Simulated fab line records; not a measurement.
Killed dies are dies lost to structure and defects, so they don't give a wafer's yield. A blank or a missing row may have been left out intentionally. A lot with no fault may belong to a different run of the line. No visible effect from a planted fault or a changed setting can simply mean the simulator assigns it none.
Split-lot study | flow sky130 | 23 wafers read from 5 lots, route of 708 steps

## THE SPLIT
At SKY_LDD_P_DEVELOP_06 (develop time 60 s), the setting dev temp c was moved away from the recipe's 23 C on 7 of the 23 wafers read, by -13.5% to +9.1%. For the rest of the wafers, this setting stayed at what the recipe calls for.

No step appears in the file between the split and the reading.

## THE READING
cd nm, in nm, at SKY_LDD_P_CD_MEAS_07 (target cd 380 nm). On this fab line, fault-free wafers typically give 380.1 nm with a standard deviation of 2 nm.

wafer  | tool, chamber at the split | dev temp c as run, C | against the recipe | cd nm, nm | against lot-mates on the recipe
L076.1 | litho track-04, 0          | 23                   | recipe             | 382.9     | -
L076.2 | litho track-04, 0          | 23                   | recipe             | 378.6     | -
L076.3 | litho track-04, 0          | 23                   | recipe             | 381.7     | -
L076.4 | litho track-04, 0          | 23                   | recipe             | 380.6     | -
L076.5 | litho track-04, 0          | 23                   | recipe             | 383.3     | -
L078.2 | litho track-02, 0          | 23                   | recipe             | 381.1     | -
L078.5 | litho track-02, 0          | 23                   | recipe             | 379.2     | -
L078.6 | litho track-02, 0          | 23                   | recipe             | 377.6     | -
L079.2 | litho track-02, 0          | 21.4                 | -7.0%              | 384.1     | +6.8
L079.3 | litho track-02, 0          | 23                   | recipe             | 378.3     | -
L079.4 | litho track-02, 0          | 21.4                 | -7.0%              | 384.0     | +6.7
L079.5 | litho track-02, 0          | 23                   | recipe             | 377.8     | -
L079.6 | litho track-02, 0          | 23                   | recipe             | 375.9     | -
L080.1 | litho track-02, 0          | 25.1                 | +9.1%              | 376.3     | -5.8
L080.2 | litho track-02, 0          | 25.1                 | +9.1%              | 373.4     | -8.8
L080.3 | litho track-02, 0          | 23                   | recipe             | 382.0     | -
L080.4 | litho track-02, 0          | 23                   | recipe             | 382.3     | -
L080.5 | litho track-02, 0          | 25.1                 | +9.1%              | 377.2     | -4.9
L085.1 | litho track-01, 0          | 19.89                | -13.5%             | 391.5     | +8.9
L085.2 | litho track-01, 0          | 23                   | recipe             | 384.5     | -
L085.3 | litho track-01, 0          | 19.89                | -13.5%             | 390.0     | +7.4
L085.5 | litho track-01, 0          | 23                   | recipe             | 381.5     | -
L085.6 | litho track-01, 0          | 23                   | recipe             | 381.7     | -

THE FIT
A straight line over all 23 wafers: cd nm changes by -0.641 nm for each +1% of dev temp c; r = -0.86; the points scatter about the line by 2.2 nm.
The same after taking each lot's own level away (the mean of its wafers on the recipe; 23 wafers): -0.692 nm for each +1%; r = -0.93; scatter 1.5 nm.
The reading moves by 9.4 nm for the largest change in dev temp c, on that fit.
From 377.33 to 382.57 nm: that is the span of the lots' own levels, equal to 2.6 times the standard deviation above.
The two slopes are in agreement: the lot-to-lot level therefore moves the slope only a little.
Check: for one of the wafers moved furthest among these (-13.5%), held out of the fit, the line's prediction against its lot-mates is +9.57 nm. It came out at +8.93 nm against them.

## FURTHER SPLITS ON THESE WAFERS
Note: prior to the reading, these wafers also went through further splits. Each is held against what the fit with the lots' levels taken away leaves over:
other split on the same wafers | wafers away from the commonest value | r with cd nm (lot level and that fit taken away)
SKY_POLY_GATE_ETCH_16 bias w   | 9                                    | -0.31
SKY_LDD_P_SOFTBAKE_03 temp c   | 10                                   | +0.10

## THE FILE'S OWN FIT
cd nm changes by -0.691 nm for each +1% of dev temp c, r = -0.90.
